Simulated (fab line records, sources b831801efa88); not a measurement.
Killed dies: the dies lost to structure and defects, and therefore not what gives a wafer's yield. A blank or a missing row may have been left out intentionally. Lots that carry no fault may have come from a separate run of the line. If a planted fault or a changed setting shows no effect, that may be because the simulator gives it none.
fab line records	flow sky130
record: lots: 6	wafers: 18	last-day: 50
route steps=708 shown SONOS_ONO@176 GATE_OXIDE@187 POLY_GATE@204 PAD_OPEN@708
lots that met no fault: from a run of the same line without faults
start-h: start of the lot's first displayed wafer, in hours after the record's first day	wait-h: hours from the lot's prior step to this one	" the same as in the row above	L1.1+2: a single row standing in for several wafers	- no value, or no start was given	* or withheld: withheld	< > ~ a bound
route shown NAME@n: a module of which the file shows steps, and the number in the route of the first	usual: average and standard deviation across the fault-free wafers	same: alike in all rows	chamber/n: place in a boat	sites: each site's reading	_std_site: their standard deviation	_edge_site: outer sites' mean less inner sites'	radius-mm: for every site, how far away it sits from the centre of the wafer	mask NAME#n: copy n	behind: tool/chamber where the wafer was last shaped	hold: reason for holding the lot/hours on hold/outcome of the hold	device: the n, p or np transistor that did not switch	end of line: the same wafers' tests at the end of the route	a step without rows: its recipe alone	killed: dies lost to structure and defects at the first sort, not the wafer's yield	map: a wafer's dies, marking killed ones x, the rest . and places with no die _
set.NAME: the setting that was run; set.NAME@STEP: the one run at that earlier step	model.NAME: the simulator's own value behind a step, which no gauge read
certain route steps with their lots: each step a table, each wafer a row
services: the hour from which a tool's chamber was out of use, counted from the record's first day as start-h (under 0 if before that day), plus the number of hours and why
== steps ==
step: SKY_SONOS_ONO_COAT_08
recipe: resist: NOVOLAK	spin-rpm: 3000	resist-thk-nm: 1140
step: SKY_SONOS_ONO_SOFTBAKE_09
recipe: temp-c: 90	time-s: 60	resist: NOVOLAK
step: SKY_SONOS_ONO_EXPOSE_10
recipe: mask-id: ONOM	target-cd-nm: 410	na: 0.6	source-shape: conventional	sigma-outer: 0.6	dose-mj: 150
step: SKY_SONOS_ONO_PEB_11
recipe: temp-c: withheld	time-s: *	resist: NOVOLAK
step: SKY_SONOS_ONO_DEVELOP_12
recipe: develop-time-s: 60	dev-temp-c: 23
step: SKY_SONOS_ONO_CD_MEAS_13
recipe: target-cd-nm: 410
usual: cd-nm: 410.4/2.3
lot.wafer	tool	chamber	start-h	wait-h	cd-nm
L568.3	cd-sem-02	-	326.91	0.1	407.8
L568.4	"	-	"	"	410.3
L568.6	"	-	"	"	407.4
L570.3	cd-sem-01	-	360.33	0.1	412.8
L570.5	"	-	"	"	412.5
L570.6	"	-	"	"	414.5
L575.4	cd-sem-01	-	371.32	0.1	412.0
L575.5	"	-	"	"	412.9
L575.6	"	-	"	"	412.1
L574.1	cd-sem-02	-	371.56	0.1	406.3
L574.2	"	-	"	"	407.3
L574.4	"	-	"	"	408.7
L583.1	cd-sem-01	-	441.54	0.1	410.4
L583.3	"	-	"	"	409.2
L583.6	"	-	"	"	409.2
L585.2	cd-sem-02	-	485.94	0.1	417.3
L585.4	"	-	"	"	417.2
L585.6	"	-	"	"	416.1
step: SKY_SONOS_ONO_OVL_MEAS_14
usual: SONOS_ONO_OVL: 0.2/1.5
lot.wafer	tool	chamber	start-h	wait-h	SONOS_ONO_OVL[nm]
L568.3	overlay-01	-	327.00	0.1	-1.3
L568.4	"	-	"	"	-1.5
L568.6	"	-	"	"	0.3
L570.3	overlay-01	-	360.42	0.1	-1.2
L570.5	"	-	"	"	0.3
L570.6	"	-	"	"	-2.0
L575.4	overlay-01	-	371.40	0.1	-1.4
L575.5	"	-	"	"	1.9
L575.6	"	-	"	"	1.7
L574.1	overlay-02	-	371.68	0.1	-0.1
L574.2	"	-	"	"	-0.4
L574.4	"	-	"	"	-0.3
L583.1	overlay-02	-	441.66	0.1	-0.8
L583.3	"	-	"	"	-0.9
L583.6	"	-	"	"	1.9
L585.2	overlay-02	-	486.04	0.1	-1.7
L585.4	"	-	"	"	-0.6
L585.6	"	-	"	"	-0.5
step: SKY_SONOS_ONO_ETCH_15
recipe: target-depth-nm: 19.52	chemistry: CHF3/O2	source-w: 600	bias-w: 200	pressure-mtorr: 40	chf3-flow-sccm: 50	O2_flow_sccm: 5	time-s: 7.8
usual: chamber-pressure-mTorr: 40.00/0.034	drypump-motor-current-A: 5.6/0.43	oes-product-au: 0.999/0.014	throttle-valve-pct: 8.823/0.0097
lot.wafer	tool	chamber	start-h	wait-h	chamber-pressure-mTorr	drypump-motor-current-A	oes-product-au	rf-hours-counter-h	throttle-valve-pct
L568.3	rie-diel-03	0	327.02	0.0	39.95	5.6	0.998	27	8.839
L568.4	"	2	"	"	39.96	5.8	0.986	1	8.820
L568.6	"	0	"	"	39.97	5.6	0.991	-	8.818
L570.3	rie-diel-01	2	360.44	0.0	39.96	5.8	1.013	1	8.829
L570.5	"	1	"	"	40.01	5.7	0.984	-	8.803
L570.6	"	2	"	"	40.01	5.8	1.012	-	8.822
L575.4	rie-diel-03	1	371.42	0.0	40.07	5.2	0.994	1	8.824
L575.5	"	2	"	"	39.96	5.8	0.985	-	8.821
L575.6	"	1	"	"	39.99	5.2	1.001	-	8.829
L574.1	rie-diel-02	1	371.72	0.0	39.99	5.5	1.001	2	8.807
L574.2	"	0	"	"	40.00	6.6	0.993	1	8.808
L574.4	"	2	"	"	39.96	4.8	1.028	6	8.839
L583.1	rie-diel-02	2	441.69	0.0	39.97	4.8	1.031	7	8.853
L583.3	"	1	"	"	40.00	5.5	0.985	3	8.816
L583.6	"	3	"	"	39.98	5.8	0.973	-	8.833
L585.2	rie-diel-02	1	486.07	0.0	39.97	5.5	0.990	3	8.831
L585.4	"	3	"	"	40.03	5.8	0.996	-	8.822
L585.6	"	1	"	"	40.01	5.5	0.995	-	8.827
step: SKY_SONOS_ONO_WET_ETCH_16
recipe: chemistry: dHF	target-depth-nm: 14	dry: n2-spin	target: SiO2	dilution: 100:1	temp-c: 25	time-s: 280
step: SKY_SONOS_ONO_STRIP_17
recipe: chemistry: O2/N2	power-w: 1400	pressure-mtorr: 1500	platen-temp-c: withheld	o2-flow-sccm: 3000	n2-flow-sccm: 300	overash-fraction: 0.5
usual: chamber-pressure-mTorr: 1500/3.6	drypump-motor-current-A: 5.25/0.27	oes-product-au: 0.710/0.005	strip-time-to-endpoint-s: 14.11/0.036
same: overash-fraction: 0.5
lot.wafer	tool	chamber	start-h	wait-h	chamber-pressure-mTorr	drypump-motor-current-A	oes-product-au	rf-hours-counter-h	strip-time-to-endpoint-s
L568.3	plasma-asher-02	1	327.17	0.0	1500	4.94	0.700	-	14.14
L568.4	"	0	"	"	1500	5.49	0.715	-	14.15
L568.6	"	1	"	"	1500	4.92	0.712	-	14.11
L570.3	plasma-asher-02	1	360.58	0.0	1500	4.95	0.716	-	14.08
L570.5	"	0	"	"	1498	5.48	0.714	-	14.05
L570.6	"	1	"	"	1501	4.94	0.711	-	14.07
L575.4	plasma-asher-02	0	371.56	0.0	1499	5.52	0.715	-	14.16
L575.5	"	1	"	"	1500	4.92	0.708	-	14.11
L575.6	"	0	"	"	1501	5.51	0.717	-	14.10
L574.1	plasma-asher-01	1	371.83	0.0	1500	4.98	0.712	26	14.07
L574.2	"	0	"	"	1500	5.54	0.706	26	14.07
L574.4	"	0	"	"	1501	5.53	0.716	-	14.10
L583.1	plasma-asher-01	1	441.80	0.0	1499	4.96	0.700	35	14.08
L583.3	"	1	"	"	1499	4.97	0.712	-	14.08
L583.6	"	1	"	"	1501	4.92	0.705	-	14.08
L585.2	plasma-asher-02	1	486.19	0.0	1502	4.93	0.723	7	14.09
L585.4	"	1	"	"	1501	4.93	0.713	-	14.10
L585.6	"	0	"	"	1503	5.51	0.712	-	14.03
step: SKY_SONOS_ONO_WET_ETCH_18
recipe: chemistry: H3PO4	target-depth-nm: 15	target: Si3N4	temp-c: 160	time-s: 172
step: SKY_GATE_OXIDE_CLEAN_00
recipe: chemistry: SC1/SC2	mix: 1:4:20	temp-c: 70	time-s: 150	dry: n2-spin
step: SKY_GATE_OXIDE_OXIDATION_01
recipe: temp-c: 900	ambient: O2	stabilise-s: 600	purge-s: 300	target-thk-a: 102.68	ox-time-s: 1473
usual: spike-tc-bottom-C: 918.8/1	spike-tc-centre-C: 900.7/1.2	spike-tc-lower-C: 899.4/1	spike-tc-top-C: 909.1/2.1	spike-tc-upper-C: 899.3/0.99	zone-power-top-pct: 34/6.2	zone-power-upper-pct: 16.0/0.86
lot.wafer	tool	chamber	start-h	wait-h	spike-tc-bottom-C	spike-tc-centre-C	spike-tc-lower-C	spike-tc-top-C	spike-tc-upper-C	zone-power-top-pct	zone-power-upper-pct	model.SiO2_of_GATE_OXIDE_OXIDATION_01.thk-nm
L568.3	furnace-01	0	327.39	0.0	919.1	901.0	899.9	907.9	899.6	30	15.4	10.17
L568.4	"	0	"	"	919.9	900.8	900.9	906.7	897.8	29	15.3	9.999
L568.6	"	0	"	"	918.9	898.9	900.1	907.7	899.5	29	15.4	10.21
L570.3	furnace-01	0	361.00	0.2	917.5	899.0	898.9	907.7	899.4	29	15.2	10.35
L570.5	"	0	"	"	919.5	897.3	899.4	907.8	898.0	29	15.5	10.25
L570.6	"	0	"	"	920.0	900.2	899.4	907.3	898.6	30	15.6	10.18
L574.1	furnace-01	0	373.42	1.4	908.5	888.0	889.1	896.8	888.7	29	15.0	9.206
L574.2	"	0	"	"	910.5	889.0	889.0	897.8	888.8	29	15.2	9.398
L574.4	"	0	"	"	908.0	888.7	890.0	898.1	886.1	28	14.9	9.317
L575.4	furnace-01	0	373.42	1.7	908.5	891.5	890.3	896.4	889.0	28	15.2	9.032
L575.5	"	0	"	"	908.2	889.6	889.1	898.5	888.6	29	15.1	9.147
L575.6	"	0	"	"	909.1	889.8	889.2	898.6	889.2	29	15.1	9.212
L583.1	furnace-02	0	442.02	0.0	919.0	900.6	898.7	909.9	899.0	42	17.2	10.4
L583.3	"	0	"	"	918.8	902.2	899.2	910.7	899.4	42	17.2	10.53
L583.6	"	0	"	"	921.0	900.8	896.2	911.5	899.3	42	17.3	10.31
L585.2	furnace-01	0	487.22	0.8	918.4	899.6	900.7	908.5	898.6	29	15.5	9.829
L585.4	"	0	"	"	920.1	900.2	899.5	909.4	898.3	29	15.7	9.819
L585.6	"	0	"	"	918.2	900.7	898.8	910.6	899.3	29	15.4	9.888
step: SKY_GATE_OXIDE_THK_MEAS_02
recipe: reads: SiO2_of_GATE_OXIDE_OXIDATION_01
usual: GATE_OXIDE_OXIDATION_00_THK: 10.23/0.22
lot.wafer	tool	chamber	start-h	wait-h	GATE_OXIDE_OXIDATION_00_THK[nm]
L568.3	film-metro-01	-	328.82	0.0	10.22
L568.4	"	-	"	"	10.05
L568.6	"	-	"	"	10.24
L570.3	film-metro-04	-	362.49	0.1	10.39
L570.5	"	-	"	"	10.26
L570.6	"	-	"	"	10.25
L574.1	film-metro-04	-	374.83	0.0	9.19
L574.2	"	-	"	"	9.37
L574.4	"	-	"	"	9.30
L575.4	film-metro-01	-	374.86	0.0	9.04
L575.5	"	-	"	"	9.13
L575.6	"	-	"	"	9.17
L583.1	film-metro-01	-	443.43	0.0	10.41
L583.3	"	-	"	"	10.52
L583.6	"	-	"	"	10.30
L585.2	film-metro-01	-	488.64	0.0	9.79
L585.4	"	-	"	"	9.77
L585.6	"	-	"	"	9.84
step: SKY_GATE_OXIDE_DEHYDRATE_03
recipe: temp-c: 200	time-s: 60
step: SKY_GATE_OXIDE_HMDS_04
recipe: prime-time-s: 60	prime-temp-c: 120
step: SKY_GATE_OXIDE_COAT_05
recipe: resist: NOVOLAK	spin-rpm: 3000	resist-thk-nm: 1140
step: SKY_GATE_OXIDE_SOFTBAKE_06
recipe: temp-c: 89.37	time-s: 60	resist: NOVOLAK
step: SKY_GATE_OXIDE_EXPOSE_07
recipe: mask-id: LVOM	na: 0.6	source-shape: conventional	sigma-outer: 0.6	polarization: unpolarized	target-cd-nm: 600	dose-mj: 170
step: SKY_GATE_OXIDE_PEB_08
recipe: temp-c: withheld	time-s: *	resist: NOVOLAK
step: SKY_GATE_OXIDE_DEVELOP_09
recipe: resist: NOVOLAK	developer: TMAH	develop-time-s: 60	dev-temp-c: 23
step: SKY_GATE_OXIDE_OVL_MEAS_10
usual: GATE_OXIDE_OVL: 0.1/1.6
lot.wafer	tool	chamber	start-h	wait-h	GATE_OXIDE_OVL[nm]
L568.3	overlay-01	-	355.17	0.1	-0.3
L568.4	"	-	"	"	-1.8
L568.6	"	-	"	"	-1.1
L570.3	overlay-01	-	391.38	0.1	0.5
L570.5	"	-	"	"	-0.7
L570.6	"	-	"	"	-0.6
L575.4	overlay-01	-	402.72	0.1	-0.9
L575.5	"	-	"	"	-2.1
L575.6	"	-	"	"	-1.2
L574.1	overlay-02	-	403.27	0.1	2.1
L574.2	"	-	"	"	2.0
L574.4	"	-	"	"	3.0
L583.1	overlay-02	-	472.04	0.1	0.4
L583.3	"	-	"	"	0.6
L583.6	"	-	"	"	0.3
L585.2	overlay-02	-	519.07	0.1	-0.9
L585.4	"	-	"	"	-1.5
L585.6	"	-	"	"	-2.2
step: SKY_GATE_OXIDE_IMPLANT_11
recipe: species: B	energy-kev: 10	dose-cm2: 2.6e+12	tilt-deg: withheld
step: SKY_GATE_OXIDE_WET_ETCH_12
recipe: chemistry: dHF	target-depth-nm: 16.8	dry: n2-spin	target: SiO2	dilution: 100:1	temp-c: 25	time-s: 336
step: SKY_GATE_OXIDE_STRIP_13
recipe: chemistry: O2/N2	power-w: 1400	pressure-mtorr: 1500	platen-temp-c: withheld	o2-flow-sccm: 3000	n2-flow-sccm: 300	overash-fraction: 0.5
usual: chamber-pressure-mTorr: 1499.8/1.4	drypump-motor-current-A: 5.6/0.46	oes-product-au: 0.716/0.0045	strip-time-to-endpoint-s: 14.21/0.039
same: overash-fraction: 0.5
lot.wafer	tool	chamber	start-h	wait-h	chamber-pressure-mTorr	drypump-motor-current-A	oes-product-au	rf-hours-counter-h	strip-time-to-endpoint-s
L568.3	plasma-asher-04	1	355.47	0.0	1502.5	6.2	0.725	-	14.18
L568.4	"	0	"	"	1500.3	5.8	0.713	-	14.21
L568.6	"	1	"	"	1499.1	6.2	0.710	-	14.20
L570.3	plasma-asher-02	0	391.69	0.0	1499.9	5.5	0.713	-	14.23
L570.5	"	0	"	"	1500.8	5.5	0.724	-	14.22
L570.6	"	1	"	"	1500.0	4.9	0.715	-	14.25
L575.4	plasma-asher-02	1	403.02	0.0	1500.5	5.0	0.714	-	14.26
L575.5	"	1	"	"	1499.1	4.9	0.722	-	14.22
L575.6	"	0	"	"	1502.1	5.5	0.718	-	14.23
L574.1	plasma-asher-02	0	403.55	0.0	1499.6	5.5	0.721	73	14.21
L574.2	"	1	"	"	1500.8	4.9	0.711	73	14.26
L574.4	"	1	"	"	1498.1	4.9	0.716	-	14.18
L583.1	plasma-asher-01	0	472.33	0.0	1499.7	5.5	0.717	38	14.27
L583.3	"	0	"	"	1498.1	5.5	0.721	-	14.21
L583.6	"	0	"	"	1499.6	5.5	0.718	-	14.21
L585.2	plasma-asher-04	1	519.35	0.0	1501.3	6.2	0.716	73	14.28
L585.4	"	1	"	"	1499.2	6.2	0.721	-	14.22
L585.6	"	1	"	"	1502.6	6.2	0.712	-	14.28
step: SKY_GATE_OXIDE_TW_MEAS_14
usual: GATE_OXIDE_TW: 223.4/1.2
lot.wafer	tool	chamber	start-h	wait-h	GATE_OXIDE_TW
L568.3	film-metro-04	-	355.56	0.1	221.9
L568.4	"	-	"	"	223.1
L568.6	"	-	"	"	222.7
L570.3	film-metro-04	-	391.77	0.1	221.8
L570.5	"	-	"	"	221.8
L570.6	"	-	"	"	223.3
L575.4	film-metro-01	-	403.12	0.1	222.7
L575.5	"	-	"	"	225.0
L575.6	"	-	"	"	223.8
L574.1	film-metro-01	-	403.65	0.1	222.9
L574.2	"	-	"	"	223.7
L574.4	"	-	"	"	223.7
L583.1	film-metro-04	-	472.43	0.1	223.9
L583.3	"	-	"	"	222.8
L583.6	"	-	"	"	223.6
L585.2	film-metro-02	-	519.46	0.1	225.9
L585.4	"	-	"	"	225.3
L585.6	"	-	"	"	224.6
step: SKY_GATE_OXIDE_CLEAN_15
recipe: chemistry: SC1/SC2	mix: 1:4:20	temp-c: 70	time-s: 150	dry: n2-spin
step: SKY_GATE_OXIDE_OXIDATION_16
recipe: temp-c: 800	ambient: O2	idle-temp-c: 700	ramp-up-c-per-min: 10	ramp-down-c-per-min: 3	stabilise-s: 600	purge-s: 300	target-thk-a: 35.7	ox-time-s: 1915
usual: spike-tc-bottom-C: 819.7/0.92	spike-tc-centre-C: 800.5/1.2	spike-tc-lower-C: 799.1/1.2	spike-tc-top-C: 811.6/2.4	spike-tc-upper-C: 799.3/1.1	zone-power-top-pct: 29/5.4	zone-power-upper-pct: 12.7/0.72
lot.wafer	tool	chamber	start-h	wait-h	spike-tc-bottom-C	spike-tc-centre-C	spike-tc-lower-C	spike-tc-top-C	spike-tc-upper-C	zone-power-top-pct	zone-power-upper-pct	model.SiO2_of_GATE_OXIDE_OXIDATION_01.thk-nm
L568.3	furnace-02	0	356.63	1.0	819.5	799.9	797.7	813.3	797.9	35	13.6	11.55
L568.4	"	0	"	"	819.6	802.2	799.2	813.5	800.8	35	13.4	11.36
L568.6	"	0	"	"	820.4	801.2	798.4	814.0	798.6	35	13.4	11.57
L570.3	furnace-02	0	392.70	0.8	820.3	802.0	799.8	813.3	799.2	35	13.3	11.74
L570.5	"	0	"	"	818.8	800.0	798.3	814.2	797.1	34	13.4	11.63
L570.6	"	0	"	"	819.7	799.9	798.8	813.9	800.2	35	13.5	11.55
L574.1	furnace-01	0	405.13	1.4	820.8	801.4	801.0	809.0	800.3	24	11.9	10.63
L574.2	"	0	"	"	819.0	799.3	798.6	810.1	798.0	24	12.2	10.83
L574.4	"	0	"	"	821.8	800.0	799.7	808.8	800.3	25	12.1	10.72
L575.4	furnace-01	0	405.13	1.9	821.1	800.4	799.6	809.5	800.6	24	12.3	10.49
L575.5	"	0	"	"	819.5	800.7	800.8	808.5	799.8	24	11.9	10.6
L575.6	"	0	"	"	820.3	799.9	798.7	809.3	799.6	24	12.2	10.63
L583.1	furnace-02	0	472.55	0.0	819.5	799.8	798.4	813.6	798.4	35	13.4	11.76
L583.3	"	0	"	"	819.6	800.9	799.5	813.3	799.6	35	13.7	11.88
L583.6	"	0	"	"	820.5	800.8	797.1	815.2	799.0	35	13.4	11.67
L585.2	furnace-01	0	520.12	0.6	820.0	800.0	801.3	809.7	800.5	24	11.9	11.23
L585.4	"	0	"	"	820.3	800.5	799.2	809.7	799.0	24	12.0	11.23
L585.6	"	0	"	"	820.8	799.7	800.9	808.4	798.0	24	12.2	11.3
step: SKY_POLY_GATE_CVD_00
recipe: material: poly-Si	target-thk-nm: 180	temp-c: 620	time-s: 720	pressure-mtorr: 200
step: SKY_PAD_OPEN_PROBE_99
usual: killed_at_M0_to_M3: 43/7.3	killed_at_M4_up: 3.5/2.2	killed-at-contacts: 24/5.3	killed-at-front-end: 15/4.2	killed-at-other: 0.3/0.67	killed-dies: 86/9.8	killed-open: 47/7.2	killed-short: 39/6.5
same: gross-dies: 492	killed-at-back-side: 0
lot.wafer	tool	chamber	start-h	wait-h	killed_at_M0_to_M3	killed_at_M4_up	killed-at-contacts	killed-at-front-end	killed-at-other	killed-dies	killed-open	killed-short	model.etest.nfet_16v.r-on-ohm-um	model.etest.pfet-g5v0d10v5.r-on-ohm-um	model.etest.tip-sonos.rs-ohm-sq	model.etest.nfet-g5v0d10v5.r-on-ohm-um	model.etest.nfet-g5v0d10v5.drive-ua-um	model.etest.nfet_05v0_nvt.drive-ua-um	model.etest.pfet-g5v0d10v5.drive-ua-um	model.etest.nfet_16v.drive-ua-um
L568.3	prober-01	-	1104.50	0.2	56	3	24	9	2	94	54	39	1.396e+04	4818	2592	1889	605.3	573.5	339	223
L568.4	prober-01	-	1104.55	0.2	42	5	18	19	0	84	49	33	1.387e+04	4678	2621	1870	615.1	587	347.7	226.8
L568.6	prober-01	-	1104.65	0.2	45	1	25	20	0	91	46	44	1.387e+04	4834	2641	1910	597.6	568.3	334.6	223.2
L570.3	prober-01	-	1155.71	0.2	38	4	22	14	0	78	42	36	1.41e+04	4884	2749	1909	599.2	567	330.4	220.8
L570.5	prober-01	-	1155.81	0.2	30	3	22	16	0	71	39	32	1.395e+04	4834	2722	1920	598.2	569	335	221.1
L570.6	prober-01	-	1155.86	0.2	47	3	19	9	0	78	45	33	1.396e+04	4862	2704	1904	608.6	579.4	330.7	221.9
L574.1	prober-02	-	1157.11	0.1	35	2	43	23	0	103	53	48	1.343e+04	4580	2425	1773	654.9	615.2	363.4	243.6
L574.2	prober-02	-	1157.16	0.1	44	2	16	12	0	74	38	36	1.335e+04	4545	2455	1804	646	612.8	364.5	238.1
L574.4	prober-02	-	1157.26	0.2	41	4	27	21	0	93	49	44	1.334e+04	4587	2458	1800	653	619.4	360.9	241.7
L575.4	prober-02	-	1160.26	0.2	36	1	22	12	1	72	44	27	1.366e+04	4445	2344	1790	669.5	627.3	372.6	243.8
L575.5	prober-02	-	1160.31	0.2	42	4	32	13	1	92	41	51	1.379e+04	4484	2405	1780	661.1	621	369.4	238.9
L575.6	prober-02	-	1160.36	0.2	56	4	23	11	1	95	46	48	1.373e+04	4494	2376	1810	652.6	621.1	369.8	238.6
L583.1	prober-01	-	1181.26	0.1	56	2	23	16	1	98	57	41	1.412e+04	4944	2707	1946	589.2	562	322.4	217.2
L583.3	prober-01	-	1181.36	0.2	49	2	25	13	0	89	57	30	1.421e+04	5034	2726	1938	584.7	557.6	324.6	215.7
L583.6	prober-01	-	1181.51	0.2	48	7	22	16	0	93	43	50	1.388e+04	4849	2660	1886	600.4	569.1	335.6	220.4
L585.2	prober-02	-	1205.69	0.1	40	8	17	7	0	72	37	34	1.373e+04	4565	2605	1846	631.4	591.6	359.5	230.3
L585.4	prober-02	-	1205.79	0.2	45	7	26	12	0	90	41	49	1.358e+04	4630	2572	1829	625.5	592.3	353.3	233.3
L585.6	prober-02	-	1205.89	0.2	34	6	30	22	0	92	51	38	1.366e+04	4660	2633	1874	615.7	584.8	348.9	230.9
killed by level:class
L568.3 VIA2:geometric-particle:open=17 VIA1:geometric-particle:open=12 CONTACT:geometric-particle:open=9 CONTACT:geometric-particle:short=6 LOCAL_INTERCONNECT:geometric-particle:short=5 VIA3:geometric-particle:short=5 METAL2:geometric-particle:open=4 VIA3:geometric-particle:open=4
L568.4 VIA1:geometric-particle:open=11 CONTACT:geometric-particle:open=8 VIA2:geometric-particle:open=7 FIELD_ISO:geometric-particle:open=6 METAL2:geometric-particle:short=6 VIA3:geometric-particle:open=5 POLY_GATE:geometric-particle:open=5 CONTACT:geometric-particle:short=5
L568.6 VIA3:geometric-particle:open=12 VIA1:geometric-particle:open=8 CONTACT:geometric-particle:open=8 LOCAL_INTERCONNECT:geometric-particle:short=6 LI_CONTACT:geometric-particle:short=5 CONTACT:geometric-particle:short=5 METAL2:geometric-particle:short=5 FIELD_ISO:geometric-particle:open=4
L570.3 VIA1:geometric-particle:open=10 LI_CONTACT:geometric-particle:open=9 METAL2:geometric-particle:short=8 VIA2:geometric-particle:open=7 CONTACT:geometric-particle:open=6 POLY_GATE:geometric-particle:short=6 VIA1:geometric-particle:short=4 FIELD_ISO:geometric-particle:open=3
L570.5 LI_CONTACT:geometric-particle:open=6 CONTACT:geometric-particle:open=6 POLY_GATE:geometric-particle:open=5 METAL2:geometric-particle:short=5 CONTACT:geometric-particle:short=4 VIA1:geometric-particle:open=4 VIA3:geometric-particle:open=4 FIELD_ISO:geometric-particle:short=3
L570.6 VIA1:geometric-particle:open=14 METAL2:geometric-particle:short=8 CONTACT:geometric-particle:open=7 LI_CONTACT:geometric-particle:open=6 VIA2:geometric-particle:open=6 METAL3:geometric-particle:short=4 POLY_GATE:geometric-particle:open=3 CONTACT:geometric-particle:short=3
L574.1 CONTACT:geometric-particle:open=15 FIELD_ISO:geometric-particle:open=9 LI_CONTACT:geometric-particle:open=9 CONTACT:geometric-particle:short=9 VIA3:geometric-particle:open=7 FIELD_ISO:geometric-particle:short=5 LI_CONTACT:geometric-particle:short=5 LOCAL_INTERCONNECT:geometric-particle:short=5
L574.2 VIA1:geometric-particle:open=13 CONTACT:geometric-particle:open=6 METAL2:geometric-particle:short=6 VIA3:geometric-particle:open=6 METAL1:geometric-particle:short=5 FIELD_ISO:geometric-particle:short=4 VIA2:geometric-particle:open=4 POLY_GATE:geometric-particle:short=3
L574.4 VIA2:geometric-particle:open=8 CONTACT:geometric-particle:short=8 CONTACT:geometric-particle:open=8 METAL1:geometric-particle:short=8 VIA3:geometric-particle:open=8 POLY_GATE:geometric-particle:open=6 FIELD_ISO:geometric-particle:open=5 LI_CONTACT:geometric-particle:open=5
L575.4 VIA1:geometric-particle:open=10 LI_CONTACT:geometric-particle:open=8 METAL2:geometric-particle:short=6 VIA3:geometric-particle:open=6 FIELD_ISO:geometric-particle:open=4 CONTACT:geometric-particle:open=4 POLY_GATE:geometric-particle:short=3 LI_CONTACT:geometric-particle:short=3
L575.5 LI_CONTACT:geometric-particle:open=10 VIA1:geometric-particle:short=9 VIA1:geometric-particle:open=9 FIELD_ISO:geometric-particle:short=7 CONTACT:geometric-particle:open=7 LOCAL_INTERCONNECT:geometric-particle:short=6 VIA2:geometric-particle:open=6 LI_CONTACT:geometric-particle:short=5
L575.6 VIA2:geometric-particle:open=12 METAL1:geometric-particle:short=9 VIA1:geometric-particle:open=9 LI_CONTACT:geometric-particle:open=6 METAL2:geometric-particle:short=6 CONTACT:geometric-particle:short=6 CONTACT:geometric-particle:open=6 VIA1:geometric-particle:short=5
L583.1 VIA1:geometric-particle:open=15 CONTACT:geometric-particle:open=10 METAL2:geometric-particle:short=9 VIA3:geometric-particle:open=9 VIA2:geometric-particle:open=8 FIELD_ISO:geometric-particle:short=6 VIA1:geometric-particle:short=5 LI_CONTACT:geometric-particle:open=4
L583.3 VIA1:geometric-particle:open=13 VIA2:geometric-particle:open=11 CONTACT:geometric-particle:open=9 LI_CONTACT:geometric-particle:open=6 METAL1:geometric-particle:short=6 METAL2:geometric-particle:short=6 VIA3:geometric-particle:open=5 LOCAL_INTERCONNECT:geometric-particle:short=4
L583.6 VIA1:geometric-particle:open=12 METAL2:geometric-particle:short=7 VIA1:geometric-particle:short=7 LI_CONTACT:geometric-particle:open=7 VIA2:geometric-particle:open=5 LOCAL_INTERCONNECT:geometric-particle:short=5 METAL1:geometric-particle:short=5 POLY_GATE:geometric-particle:open=4
L585.2 VIA1:geometric-particle:open=11 CONTACT:geometric-particle:open=8 METAL2:geometric-particle:short=8 METAL4:geometric-particle:short=7 VIA3:geometric-particle:open=6 LI_CONTACT:geometric-particle:open=5 METAL1:geometric-particle:short=5 LOCAL_INTERCONNECT:geometric-particle:short=3
L585.4 VIA1:geometric-particle:open=12 CONTACT:geometric-particle:open=10 LOCAL_INTERCONNECT:geometric-particle:short=8 METAL4:geometric-particle:short=7 CONTACT:geometric-particle:short=5 VIA1:geometric-particle:short=5 VIA2:geometric-particle:open=5 VIA3:geometric-particle:short=5
L585.6 CONTACT:geometric-particle:open=14 VIA1:geometric-particle:open=12 POLY_GATE:geometric-particle:open=9 LI_CONTACT:geometric-particle:short=6 METAL4:geometric-particle:short=6 POLY_GATE:geometric-particle:short=4 LOCAL_INTERCONNECT:geometric-particle:short=4 CONTACT:geometric-particle:short=4
== services ==
tool	chamber	start-h	hours	kind
plasma-asher-02	-	305.27	8.1	repair
rie-diel-03	-	305.44	2.8	pm
rie-diel-02	0	306.20	-	clean
rie-diel-02	0	306.20	15.3	scheduled-down
rie-diel-02	0	306.20	15.3	vent-cycle
rie-diel-03	1	313.23	6.4	repair
furnace-02	-	362.90	3.1	pm
plasma-asher-02	-	372.68	1.0	repair
rie-diel-01	3	377.78	2.5	repair
rie-diel-03	3	381.92	19.6	repair
rie-diel-03	2	393.09	8.3	repair
furnace-01	-	395.08	3.4	pm
rie-diel-03	0	417.91	13.0	repair
plasma-asher-02	-	421.25	9.0	pm
plasma-asher-02	0	421.25	9.0	vent-cycle
plasma-asher-02	1	421.25	9.0	vent-cycle
rie-diel-01	0	428.60	-	clean
plasma-asher-02	0	430.25	-	clean
plasma-asher-02	1	430.25	-	clean
plasma-asher-04	-	430.45	1.8	repair
rie-diel-01	2	448.22	1.7	repair
rie-diel-02	0	468.96	36.3	repair
plasma-asher-02	-	481.33	0.7	repair
furnace-02	-	484.23	3.7	pm
== key ==
first-sign: step: SKY_GATE_OXIDE_OXIDATION_01	reading: spike-tc-upper-C	direction: down	sigmas: 11	usual: 899.3	struck: 888.4
effect: step: SKY_GATE_OXIDE_OXIDATION_01	reading: spike-tc-bottom-C	direction: down	sigmas: 10	usual: 918.8	struck: 908.8
effect: step: SKY_GATE_OXIDE_THK_MEAS_02	reading: GATE_OXIDE_OXIDATION_00_THK	direction: down	sigmas: 4.7	usual: 10.23	struck: 9.20
model-effect: step: SKY_GATE_OXIDE_OXIDATION_01	value: SiO2_of_GATE_OXIDE_OXIDATION_01.thk-nm	without: 10.33	struck: 9.218
model-effect: step: SKY_GATE_OXIDE_OXIDATION_16	value: SiO2_of_GATE_OXIDE_OXIDATION_01.thk-nm	without: 11.67	struck: 10.65
model-effect: step: SKY_PAD_OPEN_PROBE_99	value: etest.nfet_16v.r-on-ohm-um	without: 1.414e+04	struck: 1.355e+04
met-at SKY_GATE_OXIDE_OXIDATION_01
struck-wafers L574.1,L574.2,L574.4,L575.4,L575.5,L575.6
tester-left-out L574,L575
onset-between 361.00 373.42
fault: kind: process-parameter-drift	tool: furnace-01	chamber: -	onset-h: 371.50	steps: SKY_GATE_OXIDE_OXIDATION_01	channel: temp-c	offset: *	shape: step	end-h: 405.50	acts-in: *	stated: *
tester-left-out: of these lots the tester's yield and bins aren't shown, on N5 and GAA mostly nor the transistor test; their killed dies are dies lost to structure and defects alone, not to doping, threshold or leakage, so they don't give the yield
